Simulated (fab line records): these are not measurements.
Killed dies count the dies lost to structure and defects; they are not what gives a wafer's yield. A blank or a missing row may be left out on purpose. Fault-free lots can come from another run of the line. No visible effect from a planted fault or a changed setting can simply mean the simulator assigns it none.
Which of the tools did it? + flow sky130 + 7 lots with 21 wafers sampled at 3 steps, on a route of 708 steps

WHAT THE GAUGES READ, wafer by wafer
SKY_METAL3_CD_MEAS_13 targets a cd of 300 nm.
| lot  | measured     | on        | cd_nm (nm)                          |
|------|--------------|-----------|-------------------------------------|
| L865 | day 39 03:59 | cd_sem-02 | 298.4 300.4 299.2                   |
| L867 | day 40 04:41 | cd_sem-02 | 303.3 303.5 303.4                   |
| L870 | day 41 06:28 | cd_sem-01 | 301.5 300.2 301.1                   |
| L874 | day 42 00:50 | cd_sem-02 | 297.9 298.6 300.8                   |
| L878 | day 43 08:20 | cd_sem-02 | 299.0 299.9 298.7                   |
| L882 | day 44 09:37 | cd_sem-02 | 346.8 348.2 346.5 346.7 347.7 346.3 |
| L887 | day 45 11:43 | cd_sem-01 | 297.5 297.2 299.1                   |

WHICH TOOL RAN EACH LOT (tool, then ch and the chambers of the sampled wafers, then the start)
| lot  | SKY_CAPM_METAL_ETCH_13            | SKY_METAL3_EXPOSE_10              |
|------|-----------------------------------|-----------------------------------|
| L865 | rie_metal-01 ch 0, day 38 01:41   | krf_scanner-01 ch 0, day 38 15:05 |
| L867 | rie_metal-01 ch 0,1, day 39 02:47 | krf_scanner-01 ch 0, day 39 15:54 |
| L870 | rie_metal-01 ch 0,1, day 40 05:53 | krf_scanner-02 ch 0, day 40 18:08 |
| L874 | rie_metal-01 ch 0,1, day 40 23:56 | krf_scanner-01 ch 0, day 41 12:23 |
| L878 | rie_metal-02 ch 0,1, day 42 08:29 | krf_scanner-01 ch 0, day 42 20:58 |
| L882 | rie_metal-02 ch 0,1, day 43 10:50 | krf_scanner-02 ch 0, day 43 22:34 |
| L887 | rie_metal-02 ch 0,1, day 44 12:59 | krf_scanner-01 ch 0, day 45 01:10 |
- SKY_CAPM_METAL_ETCH_13: etches TiN in Cl2/BCl3, stops on SiO2, target depth 220 nm, time 62.9 s.
- SKY_METAL3_EXPOSE_10: exposes mask MM3, target cd 300 nm.

THE ANSWER, worked out from the rows above alone
Rule: what is usual is taken from the lots themselves. The widest of any qualifying gaps counts: lots, ordered by their means at a reading, are off when they make up no more than a third of the lots, leave a main group of 4 or more, and stand apart from it by 3 or more times the standard deviation of that group's means. Not used: any main group whose means are identical at the precision the tables above print for the reading. A lot without any number at a reading at which 4 lots or more have one is off too. The other lots that the step has rows for count as sound.
Off: L882, at SKY_METAL3_CD_MEAS_13 (cd_nm). The main group: mean 300.0 nm, standard deviation 1.8.
A tool fits if, at a process step before that reading, it ran every lot that is off, and no sound lot after the first of them. The gauges at SKY_METAL3_CD_MEAS_13 are tried like those tools. Undecided on this evidence; 2 tools fit (krf_scanner-02 at SKY_METAL3_EXPOSE_10, cd_sem-02 at SKY_METAL3_CD_MEAS_13).

WHAT HAD BEEN PUT IN BY THE SIMULATOR
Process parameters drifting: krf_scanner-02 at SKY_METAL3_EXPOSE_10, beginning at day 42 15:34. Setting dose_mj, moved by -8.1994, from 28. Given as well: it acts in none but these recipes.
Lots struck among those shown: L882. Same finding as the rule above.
